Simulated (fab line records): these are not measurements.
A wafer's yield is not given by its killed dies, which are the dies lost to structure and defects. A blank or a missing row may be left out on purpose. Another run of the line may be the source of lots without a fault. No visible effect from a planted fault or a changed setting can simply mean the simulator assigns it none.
Which tool did it? || flow gf180mcu || 42 wafers from 14 lots sampled at 4 of the route's 602 steps

## WHAT THE GAUGES SHOWED, per wafer
GF_SALICIDE_THK_MEAS_05: measures by xrf.
{"lot": "L114", "measured": "day 15 01:00", "on": "film-metro-03", "SALICIDE_TIN_THK (nm)": "19.72 19.73 19.78"}
{"lot": "L115", "measured": "day 15 09:35", "on": "film-metro-02", "SALICIDE_TIN_THK (nm)": "20.17 20.16 20.03"}
{"lot": "L116", "measured": "day 15 17:32", "on": "film-metro-03", "SALICIDE_TIN_THK (nm)": "20.06 19.74 19.96"}
{"lot": "L118", "measured": "day 16 16:26", "on": "film-metro-03", "SALICIDE_TIN_THK (nm)": "20.13 20.26 19.96"}
{"lot": "L124", "measured": "day 18 20:17", "on": "film-metro-01", "SALICIDE_TIN_THK (nm)": "20.15 19.92 20.19"}
{"lot": "L125", "measured": "day 19 04:10", "on": "film-metro-01", "SALICIDE_TIN_THK (nm)": "20.03 19.70 20.01"}
{"lot": "L127", "measured": "day 19 20:46", "on": "film-metro-01", "SALICIDE_TIN_THK (nm)": "20.04 19.93 20.10"}
{"lot": "L129", "measured": "day 20 12:25", "on": "film-metro-03", "SALICIDE_TIN_THK (nm)": "19.96 19.86 19.85"}
{"lot": "L131", "measured": "day 21 07:54", "on": "film-metro-02", "SALICIDE_TIN_THK (nm)": "20.26 20.10 20.13"}
{"lot": "L132", "measured": "day 21 16:58", "on": "film-metro-01", "SALICIDE_TIN_THK (nm)": "20.64 20.06 20.36"}
{"lot": "L133", "measured": "day 21 22:17", "on": "film-metro-01", "SALICIDE_TIN_THK (nm)": "20.31 19.97 19.95"}
{"lot": "L134", "measured": "day 22 04:32", "on": "film-metro-03", "SALICIDE_TIN_THK (nm)": "20.22 19.87 20.40"}
{"lot": "L135", "measured": "day 22 12:47", "on": "film-metro-03", "SALICIDE_TIN_THK (nm)": "19.59 20.07 19.95"}
{"lot": "L136", "measured": "day 22 19:10", "on": "film-metro-02", "SALICIDE_TIN_THK (nm)": "20.13 20.84 20.43"}

GF_CONTACT_BOW_MEAS_05.
{"lot": "L114", "measured": "day 15 01:55", "on": "film-metro-01", "CONTACT_BOW (um)": "71 60 79"}
{"lot": "L115", "measured": "day 15 10:30", "on": "film-metro-04", "CONTACT_BOW (um)": "62 64 79"}
{"lot": "L116", "measured": "day 15 18:25", "on": "film-metro-04", "CONTACT_BOW (um)": "61 70 60"}
{"lot": "L118", "measured": "day 16 17:55", "on": "film-metro-01", "CONTACT_BOW (um)": "65 58 61"}
{"lot": "L124", "measured": "day 18 21:11", "on": "film-metro-03", "CONTACT_BOW (um)": "66 50 63"}
{"lot": "L125", "measured": "day 19 05:04", "on": "film-metro-01", "CONTACT_BOW (um)": "67 63 69"}
{"lot": "L127", "measured": "day 19 21:40", "on": "film-metro-03", "CONTACT_BOW (um)": "63 75 64"}
{"lot": "L129", "measured": "day 20 13:20", "on": "film-metro-03", "CONTACT_BOW (um)": "65 60 61"}
{"lot": "L131", "measured": "day 21 08:48", "on": "film-metro-03", "CONTACT_BOW (um)": "69 62 65"}
{"lot": "L132", "measured": "day 21 17:52", "on": "film-metro-01", "CONTACT_BOW (um)": "63 68 57"}
{"lot": "L133", "measured": "day 21 23:10", "on": "film-metro-03", "CONTACT_BOW (um)": "59 62 74"}
{"lot": "L134", "measured": "day 22 05:26", "on": "film-metro-01", "CONTACT_BOW (um)": "51 68 59"}
{"lot": "L135", "measured": "day 22 13:41", "on": "film-metro-01", "CONTACT_BOW (um)": "59 58 71"}
{"lot": "L136", "measured": "day 22 20:04", "on": "film-metro-01", "CONTACT_BOW (um)": "68 64 58"}

GF_CONTACT_CD_MEAS_14: the cd target is 220 nm.
{"lot": "L114", "measured": "day 15 23:33", "on": "cd-sem-01", "cd-nm (nm)": "219.4 221.0 219.8"}
{"lot": "L115", "measured": "day 16 09:20", "on": "cd-sem-02", "cd-nm (nm)": "217.1 217.1 216.2"}
{"lot": "L116", "measured": "day 16 16:51", "on": "cd-sem-01", "cd-nm (nm)": "219.5 218.4 221.2"}
{"lot": "L118", "measured": "day 17 15:45", "on": "cd-sem-01", "cd-nm (nm)": "218.4 217.6 217.0"}
{"lot": "L124", "measured": "day 19 20:25", "on": "cd-sem-01", "cd-nm (nm)": "220.7 221.7 221.5"}
{"lot": "L125", "measured": "day 20 05:03", "on": "cd-sem-02", "cd-nm (nm)": "221.9 222.5 220.8"}
{"lot": "L127", "measured": "day 20 22:18", "on": "cd-sem-01", "cd-nm (nm)": "219.1 221.7 220.2"}
{"lot": "L129", "measured": "day 21 13:44", "on": "cd-sem-01", "cd-nm (nm)": "219.5 221.1 220.4"}
{"lot": "L131", "measured": "day 22 08:13", "on": "cd-sem-02", "cd-nm (nm)": "221.6 222.4 221.6"}
{"lot": "L132", "measured": "day 22 16:56", "on": "cd-sem-01", "cd-nm (nm)": "219.1 220.2 218.8"}
{"lot": "L133", "measured": "day 22 22:12", "on": "cd-sem-01", "cd-nm (nm)": "218.4 218.9 219.5"}
{"lot": "L134", "measured": "day 23 04:51", "on": "cd-sem-02", "cd-nm (nm)": "220.2 221.5 219.8"}
{"lot": "L135", "measured": "day 23 11:54", "on": "cd-sem-02", "cd-nm (nm)": "220.0 220.8 219.5"}
{"lot": "L136", "measured": "day 23 18:52", "on": "cd-sem-01", "cd-nm (nm)": "220.6 219.7 220.0"}

## TOOL THAT RAN EACH LOT (tool first, then ch and the chambers of the sampled wafers, then the start)
{"lot": "L114", "GF_SAB_DEVELOP_08": "litho-track-03 ch 0, day 15 00:13"}
{"lot": "L115", "GF_SAB_DEVELOP_08": "litho-track-02 ch 0, day 15 08:48"}
{"lot": "L116", "GF_SAB_DEVELOP_08": "litho-track-03 ch 0, day 15 16:43"}
{"lot": "L118", "GF_SAB_DEVELOP_08": "litho-track-03 ch 0, day 16 15:37"}
{"lot": "L124", "GF_SAB_DEVELOP_08": "litho-track-02 ch 0, day 18 19:29"}
{"lot": "L125", "GF_SAB_DEVELOP_08": "litho-track-02 ch 0, day 19 03:21"}
{"lot": "L127", "GF_SAB_DEVELOP_08": "litho-track-04 ch 0, day 19 19:54"}
{"lot": "L129", "GF_SAB_DEVELOP_08": "litho-track-03 ch 0, day 20 11:37"}
{"lot": "L131", "GF_SAB_DEVELOP_08": "litho-track-04 ch 0, day 21 06:55"}
{"lot": "L132", "GF_SAB_DEVELOP_08": "litho-track-04 ch 0, day 21 15:59"}
{"lot": "L133", "GF_SAB_DEVELOP_08": "litho-track-02 ch 0, day 21 21:27"}
{"lot": "L134", "GF_SAB_DEVELOP_08": "litho-track-03 ch 0, day 22 03:43"}
{"lot": "L135", "GF_SAB_DEVELOP_08": "litho-track-03 ch 0, day 22 11:25"}
{"lot": "L136", "GF_SAB_DEVELOP_08": "litho-track-04 ch 0, day 22 18:22"}
- GF_SAB_DEVELOP_08: develop time 60 s.

## WHAT THE TOOLS THEMSELVES READ (means of the sampled wafers that have a number; where no wafer has one, the mark that the record gives instead)
GF_SAB_DEVELOP_08.
{"lot": "L114", "tool": "litho-track-03", "developer-temp-C (C)": 22.84}
{"lot": "L115", "tool": "litho-track-02", "developer-temp-C (C)": 23.07}
{"lot": "L116", "tool": "litho-track-03", "developer-temp-C (C)": 22.93}
{"lot": "L118", "tool": "litho-track-03", "developer-temp-C (C)": 22.97}
{"lot": "L124", "tool": "litho-track-02", "developer-temp-C (C)": 22.23}
{"lot": "L125", "tool": "litho-track-02", "developer-temp-C (C)": 22.17}
{"lot": "L127", "tool": "litho-track-04", "developer-temp-C (C)": 22.94}
{"lot": "L129", "tool": "litho-track-03", "developer-temp-C (C)": 23.08}
{"lot": "L131", "tool": "litho-track-04", "developer-temp-C (C)": 22.93}
{"lot": "L132", "tool": "litho-track-04", "developer-temp-C (C)": 22.99}
{"lot": "L133", "tool": "litho-track-02", "developer-temp-C (C)": 22.96}
{"lot": "L134", "tool": "litho-track-03", "developer-temp-C (C)": 22.92}
{"lot": "L135", "tool": "litho-track-03", "developer-temp-C (C)": 23.07}
{"lot": "L136", "tool": "litho-track-04", "developer-temp-C (C)": 22.98}

## THE ANSWER, worked out from the rows above alone
Rule: usual is defined by the lots themselves. Put in order of their means at a reading, lots are off if they are a third of the lots or fewer, leave a main group of 4 or more, and stand apart from it by a gap of 3 or more times the standard deviation of the main group's means; of several such gaps the widest counts. A main group is skipped when, at the precision printed for the reading in the tables above, its means are all equal. A lot without any number at a reading at which 4 lots or more have one is off too. Where the step has rows for the other lots, those lots are counted as sound. First the gauges in route order, then the tools' own readings, where a lot's mean is used as printed above. At the first step where some lot is off, the reading lying furthest off is the one used; lots without a number count as furthest.
Off, at GF_SAB_DEVELOP_08 on developer-temp-C: L124, L125. The main group: mean 22.97 C, standard deviation 0.068.
A tool fits if, at that step or a process step before it, it ran every lot that is off, and no sound lot after the first of them. No candidate that was tried fits.

## WHAT WAS PUT IN BY THE SIMULATOR
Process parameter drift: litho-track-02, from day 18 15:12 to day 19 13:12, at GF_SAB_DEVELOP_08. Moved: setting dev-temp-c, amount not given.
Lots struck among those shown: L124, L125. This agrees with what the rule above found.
